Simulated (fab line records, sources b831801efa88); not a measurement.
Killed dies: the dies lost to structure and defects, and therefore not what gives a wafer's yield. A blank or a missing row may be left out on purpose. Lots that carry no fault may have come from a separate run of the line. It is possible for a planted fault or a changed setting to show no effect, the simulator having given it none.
A sampling plan put to the test :: flow sky130 :: one fab line, 16 faults that these records tell of, each judged on the records of the lots that it struck
The plan is the line's own looks: the steps of the route at which a gauge or an inspection reads the wafer and doesn't change it. Where struck wafers have a number at a look and the file lists that look's usual mean and standard deviation on fault-free wafers, the look can be judged. Caught: at a look after the fault's first step, the mean of the struck wafers lies 4 or more of those standard deviations (sigma) from the usual mean. On the tool: the identical test, applied to the tool's own readings at the steps of the fault. If the struck wafers alone have a blank record, or they carry another recipe, that too counts as caught.

THE FAULTS, as the simulator had put them in
1. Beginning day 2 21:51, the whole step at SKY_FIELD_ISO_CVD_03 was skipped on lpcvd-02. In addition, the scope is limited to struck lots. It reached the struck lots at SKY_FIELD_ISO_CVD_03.
2. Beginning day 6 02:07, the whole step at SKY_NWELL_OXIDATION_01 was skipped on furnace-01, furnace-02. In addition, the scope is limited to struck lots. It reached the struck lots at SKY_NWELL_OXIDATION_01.
3. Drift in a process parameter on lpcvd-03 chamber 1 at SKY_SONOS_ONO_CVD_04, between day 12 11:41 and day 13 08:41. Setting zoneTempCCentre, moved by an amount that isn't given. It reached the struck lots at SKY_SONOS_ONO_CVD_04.
4. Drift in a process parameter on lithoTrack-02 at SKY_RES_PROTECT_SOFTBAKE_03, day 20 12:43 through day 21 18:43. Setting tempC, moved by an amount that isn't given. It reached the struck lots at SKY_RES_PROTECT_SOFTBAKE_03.
5. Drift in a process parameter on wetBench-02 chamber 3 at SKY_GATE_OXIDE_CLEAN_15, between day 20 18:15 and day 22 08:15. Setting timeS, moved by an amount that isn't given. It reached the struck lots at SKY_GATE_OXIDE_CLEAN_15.
6. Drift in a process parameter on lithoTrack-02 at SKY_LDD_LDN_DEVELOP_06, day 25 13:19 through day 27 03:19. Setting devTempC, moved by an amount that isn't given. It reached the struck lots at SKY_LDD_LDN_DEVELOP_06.
7. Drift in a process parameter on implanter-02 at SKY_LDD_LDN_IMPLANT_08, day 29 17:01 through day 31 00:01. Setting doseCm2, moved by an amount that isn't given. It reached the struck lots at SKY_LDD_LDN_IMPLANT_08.
8. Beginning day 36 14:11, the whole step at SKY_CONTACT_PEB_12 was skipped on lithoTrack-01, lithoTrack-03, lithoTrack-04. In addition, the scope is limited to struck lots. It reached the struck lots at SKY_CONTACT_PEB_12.
9. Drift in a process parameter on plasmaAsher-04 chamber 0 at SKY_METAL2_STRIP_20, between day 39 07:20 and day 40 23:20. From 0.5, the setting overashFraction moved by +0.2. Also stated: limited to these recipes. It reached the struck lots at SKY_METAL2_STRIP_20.
10. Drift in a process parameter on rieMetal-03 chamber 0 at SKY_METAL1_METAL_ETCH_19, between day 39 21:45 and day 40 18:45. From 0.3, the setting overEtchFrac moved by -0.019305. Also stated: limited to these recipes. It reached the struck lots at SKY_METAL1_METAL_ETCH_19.
11. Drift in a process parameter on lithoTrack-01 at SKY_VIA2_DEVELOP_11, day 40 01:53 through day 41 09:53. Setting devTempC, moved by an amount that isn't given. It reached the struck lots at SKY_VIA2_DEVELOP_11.
12. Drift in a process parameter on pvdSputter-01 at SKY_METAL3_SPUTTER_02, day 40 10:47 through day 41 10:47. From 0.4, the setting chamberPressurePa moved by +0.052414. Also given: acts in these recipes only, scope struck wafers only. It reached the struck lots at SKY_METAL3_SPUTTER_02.
13. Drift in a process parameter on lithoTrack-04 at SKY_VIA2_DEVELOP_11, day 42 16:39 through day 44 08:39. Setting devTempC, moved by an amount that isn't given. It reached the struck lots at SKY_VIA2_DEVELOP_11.
14. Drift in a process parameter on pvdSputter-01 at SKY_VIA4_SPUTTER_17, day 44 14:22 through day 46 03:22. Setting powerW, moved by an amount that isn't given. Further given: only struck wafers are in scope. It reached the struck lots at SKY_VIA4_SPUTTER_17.
15. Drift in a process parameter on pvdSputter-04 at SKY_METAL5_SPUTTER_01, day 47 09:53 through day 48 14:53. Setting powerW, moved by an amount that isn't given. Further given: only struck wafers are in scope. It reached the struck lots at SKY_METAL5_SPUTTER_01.
16. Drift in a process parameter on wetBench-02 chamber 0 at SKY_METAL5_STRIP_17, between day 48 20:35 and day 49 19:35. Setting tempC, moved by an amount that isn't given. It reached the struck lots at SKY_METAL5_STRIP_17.

WHAT THE PLAN SAW
fault: 1
on the tool itself: the tool's record is blank for the struck wafers
first look that catches it: no look after it can be judged
reading, sigma: -
median hours from its first step to that look: -
hours from the fault's start to the first struck lot there: -
judged looks passed uncaught: 0

fault: 2
on the tool itself: the tool's record is blank for the struck wafers
first look that catches it: no look after it can be judged
reading, sigma: -
median hours from its first step to that look: -
hours from the fault's start to the first struck lot there: -
judged looks passed uncaught: 0

fault: 3
on the tool itself: zonePowerCentrePct +38 sigma
first look that catches it: no look after it can be judged
reading, sigma: -
median hours from its first step to that look: -
hours from the fault's start to the first struck lot there: -
judged looks passed uncaught: 0

fault: 4
on the tool itself: heaterPowerTotalW -14 sigma
first look that catches it: not the one look that can be judged after it
reading, sigma: -
median hours from its first step to that look: -
hours from the fault's start to the first struck lot there: -
judged looks passed uncaught: 1

fault: 5
on the tool itself: runLengthS -25 sigma
first look that catches it: not the one look that can be judged after it
reading, sigma: -
median hours from its first step to that look: -
hours from the fault's start to the first struck lot there: -
judged looks passed uncaught: 1

fault: 6
on the tool itself: developerTempC +8.4 sigma
first look that catches it: not the one look that can be judged after it
reading, sigma: -
median hours from its first step to that look: -
hours from the fault's start to the first struck lot there: -
judged looks passed uncaught: 1

fault: 7
on the tool itself: doseIonsCm2 -99 or beyond sigma
first look that catches it: none of the 2 looks that can be judged after it
reading, sigma: -
median hours from its first step to that look: -
hours from the fault's start to the first struck lot there: -
judged looks passed uncaught: 2

fault: 8
on the tool itself: no reading that can be judged
first look that catches it: no look after it can be judged
reading, sigma: -
median hours from its first step to that look: -
hours from the fault's start to the first struck lot there: -
judged looks passed uncaught: 0

fault: 9
on the tool itself: under 2 sigma
first look that catches it: no look after it can be judged
reading, sigma: -
median hours from its first step to that look: -
hours from the fault's start to the first struck lot there: -
judged looks passed uncaught: 0

fault: 10
on the tool itself: under 2 sigma
first look that catches it: not the one look that can be judged after it
reading, sigma: -
median hours from its first step to that look: -
hours from the fault's start to the first struck lot there: -
judged looks passed uncaught: 1

fault: 11
on the tool itself: developerTempC +5.8 sigma
first look that catches it: none of the 2 looks that can be judged after it
reading, sigma: -
median hours from its first step to that look: -
hours from the fault's start to the first struck lot there: -
judged looks passed uncaught: 2

fault: 12
on the tool itself: chamberPressurePa +67 sigma
first look that catches it: no look after it can be judged
reading, sigma: -
median hours from its first step to that look: -
hours from the fault's start to the first struck lot there: -
judged looks passed uncaught: 0

fault: 13
on the tool itself: developerTempC -8.2 sigma
first look that catches it: not the one look that can be judged after it
reading, sigma: -
median hours from its first step to that look: -
hours from the fault's start to the first struck lot there: -
judged looks passed uncaught: 1

fault: 14
on the tool itself: cathodeDcPowerW +99 or beyond sigma
first look that catches it: no look after it can be judged
reading, sigma: -
median hours from its first step to that look: -
hours from the fault's start to the first struck lot there: -
judged looks passed uncaught: 0

fault: 15
on the tool itself: cathodeDcPowerW +99 or beyond sigma
first look that catches it: no look after it can be judged
reading, sigma: -
median hours from its first step to that look: -
hours from the fault's start to the first struck lot there: -
judged looks passed uncaught: 0

fault: 16
on the tool itself: tempC -15 sigma
first look that catches it: no look after it can be judged
reading, sigma: -
median hours from its first step to that look: -
hours from the fault's start to the first struck lot there: -
judged looks passed uncaught: 0
Dash: fault not caught, or number not given in these records.

Caught at a look: 0 of 16. Caught on the tool: 13 of 16. By one or the other: 13 of 16.
Faults 1, 2, 3, 4, 5, 6, 7, 11, 12, 13, 14, 15, 16 were caught on the tool alone.
Caught by neither: faults 8, 9, 10.
